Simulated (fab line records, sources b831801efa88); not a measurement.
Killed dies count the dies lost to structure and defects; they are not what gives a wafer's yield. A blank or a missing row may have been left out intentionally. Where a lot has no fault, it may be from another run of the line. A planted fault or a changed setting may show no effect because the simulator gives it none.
2 desks looking at one fault	flow gf180mcu	each desk holds nothing but its own numbers, with what lay behind them at the end

## AT THE TOOL OWNER'S DESK: pvd sputter-01
The tool's own readings at GF_SALICIDE_SPUTTER_02 (material Co, target thk 10 nm, time 20 s): means of the sampled wafers that have a number, for each lot that ran on this tool. Any lot whose mean is over 4 standard deviations away from the usual mean is out of limits and marked OUT; that distance is given in the brackets.
Columns: A = throttle valve pct at GF_SALICIDE_SPUTTER_02, usual 30.1 %
lot	first seen here	A
L879	day 17 14:18	30.5
L881	day 18 17:34	30.7
L886	day 21 01:02	30.3
L888	day 21 12:19	31.0
L889	day 21 16:01	30.8
L891	day 22 04:10	30.4
Result from this desk: across the 6 lots, nothing is out of limits.

## THE METROLOGY DESK
Means of the sampled wafers that have a number, per lot and without regard to the tool the lot ran on: this is what the gauges read. Any lot whose mean is over 4 standard deviations away from the usual mean is out of limits and marked OUT; that distance is given in the brackets.
Columns: A = LVPWELL_OVL at GF_LVPWELL_OVL_MEAS_07, usual 0.4 nm; B = SALICIDE_TIN_RS at GF_SALICIDE_RS_MEAS_04, usual 16.29 ohm/sq
lot	first seen here	A	B
L873	day 4 01:32	0.7	16.17
L876	day 4 18:56	1.4	16.55
L877	day 5 01:07	0.1	16.00
L878	day 5 06:49	1.0	16.22
L879	day 5 10:00	0.1	16.33
L880	day 5 16:32	2.3	16.06
L881	day 6 03:20	0.0	16.03
L886	day 7 10:10	0.0	16.30
L887	day 7 10:31	-0.9	16.15
L888	day 7 22:04	1.3	15.63
L889	day 7 23:25	1.4	16.10
L891	day 8 07:31	1.5	15.72
L895	day 9 09:40	0.6	16.49
Result from this desk: across the 13 lots, nothing is out of limits.

## PUT TOGETHER
Nothing out of limits was seen by the tool owner's desk.
Nothing out of limits was seen by the metrology desk.

## WHAT WAS PUT IN BY THE SIMULATOR
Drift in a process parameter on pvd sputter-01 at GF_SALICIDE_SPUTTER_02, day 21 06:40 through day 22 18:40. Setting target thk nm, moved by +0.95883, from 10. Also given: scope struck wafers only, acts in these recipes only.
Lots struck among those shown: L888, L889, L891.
